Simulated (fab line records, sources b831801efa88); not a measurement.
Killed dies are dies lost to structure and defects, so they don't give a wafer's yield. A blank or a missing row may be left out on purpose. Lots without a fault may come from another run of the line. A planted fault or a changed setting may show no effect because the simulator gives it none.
A struck lot beside a sound one | flow sky130 | 16 steps out of a route of 708
Sound: wafers L660.1, L660.2, L660.6. Struck: wafer L668.2. (L668.6 of the same lot was not struck and is left out.) The cause comes at the end.
At each step with rows: each side's tool, then ch and its chambers, then its first start. Under that, the readings that differ: sound wafers | struck wafers | difference of the means | sigmas: that difference in standard deviations of wafers without a fault.
alike: readings whose means differ by less than 2 such deviations, and words and numbers that are the same on both sides. not compared: withheld readings, readings that some wafer has no value for, bounds like >300 that may hide the same value, and numbers for which the record gives no deviation and whose values overlap.
The two part at a step that has a row with sigmas, a row that says differs or no value, or rows on one side only. Numbers that don't overlap but have no deviation are shown without sigmas and don't part them. A reading that every wafer of one side lacks parts them only if that side has two wafers or more.

first, 2 steps without rows for these wafers: SKY_METAL5_CLEAN_18 (cleans in IPA, time 180 s); SKY_METAL5_CLEAN_19 (cleans in O3/DIW).
SKY_PASSIVATION_CVD_00: deposits SiO2, target thk 90 nm.
  sound on pecvd-04 ch 0,2, day 44 15:56; struck on pecvd-04 ch 2, day 47 03:22
  alike: heater_power_w
SKY_PASSIVATION_THK_MEAS_01:
  sound on film_metro-02, day 44 15:58; struck on film_metro-01, day 47 03:24
  alike: PASSIVATION_CVD_00_THK
SKY_PASSIVATION_CVD_02: deposits Si3N4, target thk 540 nm.
  sound on pecvd-02 ch 1,2, day 44 16:01; struck on pecvd-03 ch 1, day 47 03:27
  reading            | sound       | struck | difference | sigmas
  heater_power_w (W) | 686 583 627 | 958    | +326       | +3
SKY_PASSIVATION_THK_MEAS_03:
  sound on film_metro-01, day 44 16:15; struck on film_metro-01, day 47 03:41
  alike: PASSIVATION_CVD_02_THK
then, 6 steps without rows for these wafers: SKY_PASSIVATION_DEHYDRATE_04 (time 60 s); SKY_PASSIVATION_HMDS_05 (prime time 60 s); SKY_PASSIVATION_COAT_06 (resist thk 3000 nm); SKY_PASSIVATION_SOFTBAKE_07; SKY_PASSIVATION_EXPOSE_08 (exposes mask NSM, target cd 3000 nm); SKY_PASSIVATION_PEB_09.
SKY_PASSIVATION_DEVELOP_10: develop time 60 s.
  sound on litho_track-02 ch 0, day 45 13:00; struck on litho_track-03 ch 0, day 47 22:00
SKY_PASSIVATION_ETCH_11: etches the open film in CF4/O2, stops on AlCu, target depth 725 nm, time 161.1 s.
  sound on rie_diel-03 ch 1,2,3, day 45 13:28; struck on rie_diel-04 ch 1, day 47 22:19
  reading                      | sound          | struck | difference | sigmas
  model.PASSIVATION.cd_nm (nm) | 2992 2993 2995 | 3014   | +21        |
  alike: drypump_motor_current_A, oes_product_au, throttle_valve_pct
  not compared: rf_hours_counter_h
SKY_PASSIVATION_STRIP_12: strips in O2/N2.
  sound on plasma_asher-01 ch 0,1, day 45 13:34; struck on plasma_asher-01 ch 1, day 47 22:26
  alike: drypump_motor_current_A, oes_product_au, strip_time_to_endpoint_s
  not compared: rf_hours_counter_h
then, 1 step without rows for these wafers: SKY_PAD_OPEN_PROBE_99.

WHERE THEY PART
Only at SKY_PASSIVATION_CVD_02, within this record. Later steps at which nothing parts them and some readings are alike: SKY_PASSIVATION_THK_MEAS_03, SKY_PASSIVATION_ETCH_11, SKY_PASSIVATION_STRIP_12.

WHY: what the simulator had put in
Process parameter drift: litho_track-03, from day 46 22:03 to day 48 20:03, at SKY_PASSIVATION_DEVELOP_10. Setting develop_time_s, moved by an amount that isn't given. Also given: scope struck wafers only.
